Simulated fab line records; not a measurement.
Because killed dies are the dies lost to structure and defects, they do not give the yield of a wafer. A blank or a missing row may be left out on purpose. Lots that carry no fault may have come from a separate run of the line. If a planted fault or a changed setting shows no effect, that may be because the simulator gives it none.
fab line records	flow gf180mcu
record lots=14	wafers=42	last_day=34
route steps=602 shown V3@447 V4@492 MIM@503
lots with no fault: from the same line, run without faults
start_h: the number of hours between the record's first day and the start of the first shown wafer of the lot	wait_h: hours since the lot's step before	" identical to the entry in the row above	L1.1+2: several wafers, shown together as one row	- either no value or no given start	* or withheld: withheld	< > ~ a bound
route shown NAME@n: a module of which the file shows steps, and the number in the route of the first	usual: mean/standard deviation taken from wafers without a fault	same: alike in all rows	chamber/n: place in a boat	sites: the reading at each site	_std_site: the values' standard deviation	_edge_site: mean of outer sites minus mean of inner sites	radius_mm: for every site, how far away it sits from the centre of the wafer	mask NAME#n: copy n	behind: tool/chamber where the wafer was last shaped	hold: why the lot went on hold/how many hours it stayed there/how the hold came to an end	device: whichever transistor did not switch (one of n, p or np)	end of line: at the end of the route, the tests of the same wafers	for a step that has no rows: nothing shown but its recipe	killed: at the first sort, the dies lost to defects and structure; wafer yield is something else	map: a wafer's dies, marking killed ones x, the rest . and places with no die _
set.NAME: the setting the step ran with; set.NAME@STEP: the setting that earlier step ran with	model.NAME: the simulator's own value behind a step, which no gauge read
a sample of lots followed through the steps of the route, with each step as a table and each wafer as a row
services: the hour from which a tool's chamber was out of use, counted from the record's first day as start_h (under 0 if before that day), plus the number of hours and why
## steps
# step GF_V3_STRIP_18
# recipe chemistry=O2/N2	power_w=1400	pressure_mtorr=1500	platen_temp_c=250	o2_flow_sccm=3000	n2_flow_sccm=300	overash_fraction=0.5
# usual drypump_motor_current_A=5.8/0.36	heater_power_w=332/24	oes_product_au=0.593/0.0047	platen_temp_c=250.01/0.17
lot.wafer	tool	chamber	start_h	wait_h	drypump_motor_current_A	heater_power_w	oes_product_au	platen_temp_c	rf_hours_counter_h
L338.1	plasma_asher-04	1	528.53	-	5.5	323	0.604	249.62	73
L338.4	"	1	"	"	5.5	325	0.594	249.94	-
L338.5	"	0	"	"	5.4	352	0.591	250.00	-
L339.3	plasma_asher-02	1	539.01	-	6.0	320	0.593	250.07	-
L339.4	"	0	"	"	6.1	337	0.596	250.07	-
L339.5	"	0	"	"	6.1	347	0.587	249.85	-
L340.1	plasma_asher-02	0	544.35	-	6.1	339	0.598	250.02	12
L340.4	"	0	"	"	6.1	345	0.593	249.76	-
L340.5	"	0	"	"	6.1	338	0.601	249.71	-
L341.2	plasma_asher-04	0	546.19	-	5.4	367	0.588	249.96	75
L341.3	"	1	"	"	5.4	323	0.599	250.22	-
L341.6	"	1	"	"	5.5	324	0.601	249.86	-
L342.2	plasma_asher-02	1	556.10	-	5.9	318	0.592	250.06	13
L342.4	"	0	"	"	6.1	350	0.586	249.86	-
L342.6	"	0	"	"	6.1	333	0.587	249.87	-
L343.3	plasma_asher-04	0	567.76	-	5.4	355	0.589	249.98	-
L343.4	"	1	"	"	5.5	316	0.588	250.00	-
L343.6	"	1	"	"	5.4	324	0.594	249.89	-
L344.1	plasma_asher-04	1	574.94	-	5.5	319	0.592	250.35	79
L344.5	"	0	"	"	5.4	362	0.591	249.89	-
L344.6	"	1	"	"	5.4	321	0.583	250.17	-
L349.2	plasma_asher-04	0	619.08	-	5.4	353	0.594	250.11	84
L349.3	"	1	"	"	5.5	321	0.600	249.97	-
L349.6	"	1	"	"	5.5	327	0.589	250.06	-
L352.1	plasma_asher-04	1	633.80	-	5.5	331	0.592	249.79	86
L352.2	"	0	"	"	5.4	361	0.593	249.88	86
L352.4	"	0	"	"	5.4	372	0.595	250.38	-
L354.1	plasma_asher-02	1	649.37	-	5.9	312	0.594	249.87	25
L354.2	"	0	"	"	6.1	346	0.591	249.67	25
L354.6	"	0	"	"	6.1	340	0.594	249.93	-
L356.3	plasma_asher-01	1	663.42	-	6.4	384	0.595	249.89	-
L356.4	"	0	"	"	5.1	290	0.599	249.99	-
L356.6	"	0	"	"	5.1	293	0.588	250.24	-
L357.1	plasma_asher-02	0	672.15	-	6.1	343	0.595	250.12	28
L357.2	"	1	"	"	5.9	316	0.598	250.10	28
L357.6	"	0	"	"	6.1	341	0.590	250.15	-
L359.3	plasma_asher-02	0	685.42	-	6.1	344	0.594	250.14	-
L359.5	"	1	"	"	5.9	300	0.597	249.62	-
L359.6	"	0	"	"	6.1	340	0.596	250.33	-
L360.1	plasma_asher-02	1	686.85	-	6.0	314	0.591	250.24	29
L360.4	"	1	"	"	6.0	310	0.589	250.15	-
L360.5	"	1	"	"	5.9	316	0.593	250.12	-
# step GF_V4_ETCH_16
# recipe chemistry=N2/H2	target_depth_a=withheld	overetch_a=withheld	time_s=withheld	target=BARC	ion_energy_ev=200	source_w=500	bias_w=100	pressure_mtorr=30	n2_flow_sccm=100	h2_flow_sccm=200
# usual drypump_motor_current_A=5.7/0.32	oes_product_au=0.855/0.0047	throttle_valve_pct=13.225/0.0086
lot.wafer	tool	chamber	start_h	wait_h	drypump_motor_current_A	oes_product_au	throttle_valve_pct
L338.1	rie_diel-03	0	576.33	0.0	6.3	0.863	13.220
L338.4	"	2	"	"	5.3	0.855	13.206
L338.5	"	3	"	"	5.7	0.853	13.236
L339.3	rie_diel-01	2	585.41	0.0	5.6	0.864	13.229
L339.4	"	3	"	"	6.0	0.849	13.226
L339.5	"	3	"	"	6.0	0.846	13.223
L340.1	rie_diel-01	2	590.61	0.0	5.7	0.859	13.219
L340.4	"	1	"	"	5.4	0.859	13.226
L340.5	"	3	"	"	6.0	0.854	13.226
L341.2	rie_diel-03	0	593.33	0.0	6.2	0.854	13.222
L341.3	"	3	"	"	5.8	0.863	13.222
L341.6	"	2	"	"	5.3	0.852	13.242
L342.2	rie_diel-03	2	601.61	0.0	5.3	0.859	13.212
L342.4	"	0	"	"	6.2	0.855	13.228
L342.6	"	2	"	"	5.4	0.858	13.222
L343.3	rie_diel-01	3	613.41	0.0	6.0	0.860	13.222
L343.4	"	0	"	"	5.0	0.851	13.242
L343.6	"	3	"	"	6.0	0.848	13.223
L344.1	rie_diel-01	2	620.40	0.0	5.7	0.845	13.234
L344.5	"	2	"	"	5.7	0.851	13.228
L344.6	"	0	"	"	5.0	0.851	13.218
L349.2	rie_diel-03	0	660.92	0.0	6.2	0.846	13.228
L349.3	"	2	"	"	5.3	0.851	13.220
L349.6	"	1	"	"	5.9	0.855	13.226
L352.1	rie_diel-01	1	676.05	0.0	5.4	0.848	13.226
L352.2	"	2	"	"	5.7	0.853	13.225
L352.4	"	3	"	"	6.0	0.852	13.226
L354.1	rie_diel-01	2	690.79	0.0	5.7	0.861	13.224
L354.2	"	3	"	"	6.0	0.859	13.231
L354.6	"	3	"	"	5.9	0.855	13.221
L356.3	rie_diel-01	3	704.63	0.0	6.0	0.853	13.217
L356.4	"	0	"	"	5.0	0.855	13.239
L356.6	"	1	"	"	5.4	0.854	13.227
L357.1	rie_diel-01	3	712.56	0.0	6.0	0.857	13.214
L357.2	"	0	"	"	5.0	0.857	13.212
L357.6	"	1	"	"	5.4	0.855	13.223
L359.3	rie_diel-01	3	724.83	0.0	6.0	0.854	13.216
L359.5	"	1	"	"	5.4	0.850	13.229
L359.6	"	0	"	"	5.0	0.853	13.230
L360.1	rie_diel-02	0	725.86	0.0	5.9	0.855	13.217
L360.4	"	3	"	"	5.8	0.857	13.225
L360.5	"	1	"	"	5.8	0.859	13.223
# step GF_MIM_SPUTTER_00
# recipe material=Ti	target_thk_nm=37.5	arriving_ion_energy_ev=80	substrate_temp_c=200	chamber_pressure_pa=2	power_w=4000	time_s=150
# usual cathode_dc_power_W=4000.0/0.72	chamber_pressure_pa=2.000/0.004	throttle_valve_pct=30.1/1.1
lot.wafer	tool	chamber	start_h	wait_h	cathode_dc_power_W	chamber_pressure_pa	throttle_valve_pct
L338.1	pvd_sputter-01	-	577.69	0.2	3999.5	1.999	32.0
L338.4	"	-	"	"	4000.0	2.003	30.1
L338.5	"	-	"	"	3999.8	1.999	30.2
L339.3	pvd_sputter-02	-	586.76	0.2	4000.2	2.005	31.7
L339.4	"	-	"	"	3999.7	2.008	30.3
L339.5	"	-	"	"	4001.3	1.996	28.5
L340.1	pvd_sputter-03	-	591.96	0.2	4000.6	2.003	30.0
L340.4	"	-	"	"	3999.0	1.996	30.4
L340.5	"	-	"	"	3999.7	1.999	28.0
L341.2	pvd_sputter-03	-	594.69	0.1	-	-	-
L341.3	"	-	"	"	-	-	-
L341.6	"	-	"	"	-	-	-
L342.2	pvd_sputter-02	-	603.00	0.1	-	-	-
L342.4	"	-	"	"	-	-	-
L342.6	"	-	"	"	-	-	-
L343.3	pvd_sputter-01	-	614.80	0.1	4000.4	2.001	30.2
L343.4	"	-	"	"	3998.9	2.001	30.1
L343.6	"	-	"	"	3999.5	2.007	30.2
L344.1	pvd_sputter-03	-	622.05	0.1	3999.0	2.004	29.6
L344.5	"	-	"	"	3999.8	2.005	28.5
L344.6	"	-	"	"	4000.2	1.993	30.4
L349.2	pvd_sputter-02	-	662.27	0.1	4000.7	2.003	31.7
L349.3	"	-	"	"	3998.5	1.998	28.4
L349.6	"	-	"	"	3999.3	1.997	28.5
L352.1	pvd_sputter-03	-	677.40	0.2	4000.6	2.004	29.7
L352.2	"	-	"	"	3999.8	2.001	29.9
L352.4	"	-	"	"	4001.3	2.000	28.4
L354.1	pvd_sputter-02	-	692.18	0.2	3999.4	1.994	31.9
L354.2	"	-	"	"	4001.4	1.991	28.8
L354.6	"	-	"	"	3999.2	1.997	28.7
L356.3	pvd_sputter-02	-	705.98	0.1	4000.2	2.008	31.7
L356.4	"	-	"	"	4000.5	1.999	30.4
L356.6	"	-	"	"	4000.4	2.002	30.2
L357.1	pvd_sputter-01	-	714.11	0.1	4000.5	1.996	32.2
L357.2	"	-	"	"	4000.2	2.003	30.3
L357.6	"	-	"	"	3999.9	1.998	32.2
L359.3	pvd_sputter-02	-	726.18	0.1	3999.7	2.003	31.6
L359.5	"	-	"	"	4000.2	2.002	31.5
L359.6	"	-	"	"	4000.9	2.003	30.1
L360.1	pvd_sputter-03	-	727.25	0.2	4000.1	1.992	30.3
L360.4	"	-	"	"	3999.5	2.003	29.6
L360.5	"	-	"	"	4000.5	2.001	30.0
# step GF_MIM_SPUTTER_03
# recipe material=Ti	target_thk_nm=10	substrate_temp_c=300	chamber_pressure_pa=0.3	power_w=3000	time_s=6.7
# usual cathode_dc_power_W=3000.0/0.57	chamber_pressure_pa=0.2999/0.00077	throttle_valve_pct=30.1/1.1
lot.wafer	tool	chamber	start_h	wait_h	cathode_dc_power_W	chamber_pressure_pa	throttle_valve_pct
L338.1	pvd_sputter-01	-	577.85	0.0	2999.7	0.2997	32.3
L338.4	"	-	"	"	2999.9	0.3002	30.0
L338.5	"	-	"	"	2999.8	0.2999	29.8
L339.3	pvd_sputter-02	-	586.93	0.0	3000.1	0.2998	31.3
L339.4	"	-	"	"	2999.8	0.2991	30.4
L339.5	"	-	"	"	2999.6	0.3001	28.7
L340.1	pvd_sputter-03	-	592.12	0.0	3000.2	0.2990	30.0
L340.4	"	-	"	"	2999.5	0.2998	30.5
L340.5	"	-	"	"	2999.7	0.3008	28.6
L341.2	pvd_sputter-03	-	594.85	0.0	2999.7	0.3004	29.6
L341.3	"	-	"	"	2999.8	0.3001	29.7
L341.6	"	-	"	"	3000.0	0.2996	29.8
L342.2	pvd_sputter-02	-	603.16	0.0	3000.6	0.3007	31.3
L342.4	"	-	"	"	2999.6	0.2998	30.2
L342.6	"	-	"	"	2999.9	0.2994	28.7
L343.3	pvd_sputter-01	-	614.96	0.0	2999.5	0.2994	30.3
L343.4	"	-	"	"	2999.9	0.2990	30.4
L343.6	"	-	"	"	3000.1	0.2988	30.3
L344.1	pvd_sputter-03	-	622.21	0.0	2999.4	0.3003	29.5
L344.5	"	-	"	"	3000.9	0.3008	28.4
L344.6	"	-	"	"	3000.1	0.2993	30.8
L349.2	pvd_sputter-02	-	662.43	0.0	2999.5	0.2994	31.3
L349.3	"	-	"	"	3000.5	0.2997	28.6
L349.6	"	-	"	"	2999.5	0.2986	28.5
L352.1	pvd_sputter-03	-	677.56	0.0	2999.6	0.3002	29.5
L352.2	"	-	"	"	2999.9	0.2994	29.9
L352.4	"	-	"	"	3000.0	0.2995	28.3
L354.1	pvd_sputter-02	-	692.34	0.0	3001.5	0.3002	31.8
L354.2	"	-	"	"	3000.2	0.2998	28.5
L354.6	"	-	"	"	3000.4	0.3001	28.6
L356.3	pvd_sputter-02	-	706.14	0.0	3001.0	0.2999	31.7
L356.4	"	-	"	"	2999.9	0.2997	30.3
L356.6	"	-	"	"	3000.0	0.2996	30.3
L357.1	pvd_sputter-01	-	714.27	0.0	2999.8	0.2997	32.0
L357.2	"	-	"	"	2999.8	0.2997	30.2
L357.6	"	-	"	"	3000.3	0.2990	32.2
L359.3	pvd_sputter-02	-	726.34	0.0	3000.2	0.2989	31.7
L359.5	"	-	"	"	3000.6	0.3000	31.7
L359.6	"	-	"	"	3000.6	0.3000	30.6
L360.1	pvd_sputter-03	-	727.41	0.0	3000.1	0.3016	30.5
L360.4	"	-	"	"	2999.7	0.3000	29.6
L360.5	"	-	"	"	3001.3	0.2998	29.9
## services
tool	chamber	start_h	hours	kind
rie_diel-01	3	510.42	13.3	repair
pvd_sputter-02	-	518.31	2.4	repair
rie_diel-02	2	540.75	6.8	repair
pvd_sputter-03	-	544.55	9.9	repair
rie_diel-03	1	564.41	1.5	repair
plasma_asher-01	-	565.65	17.3	repair
plasma_asher-01	-	582.91	28.1	pm
rie_diel-02	2	604.16	7.3	repair
rie_diel-01	1	620.16	1.5	repair
plasma_asher-01	-	631.97	1.2	repair
pvd_sputter-02	-	643.24	2.2	repair
rie_diel-02	0	667.46	5.2	repair
rie_diel-01	0	688.49	7.9	repair
pvd_sputter-03	-	700.83	8.9	repair
rie_diel-02	1	701.56	2.1	repair
plasma_asher-02	-	714.62	5.3	repair
## key
first_sign step=GF_MIM_SPUTTER_00	reading=tool_record	direction=missing
effect none on later readings
met_at GF_MIM_SPUTTER_00
struck_lots L341,L342
later_rows_left_out L341.2,L341.3,L341.6,L342.2,L342.4,L342.6
sort_left_out L341.2,L341.3,L341.6,L342.2,L342.4,L342.6
not_acting_at GF_V3_STRIP_18,GF_V4_ETCH_16,GF_MIM_SPUTTER_03
onset_between 591.96 594.69
fault kind=skipped_step_whole	tool=pvd_sputter-02,pvd_sputter-03	chamber=-	onset_h=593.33	steps=GF_MIM_SPUTTER_00	scope=struck_lots_only
# sort_left_out: the simulated sort isn't trusted on such a fault, so these wafers' sort isn't shown, and their yield isn't known
# later_rows_left_out: the simulator's readings of these wafers behind a module that went badly wrong aren't trusted and aren't shown, but for the sort
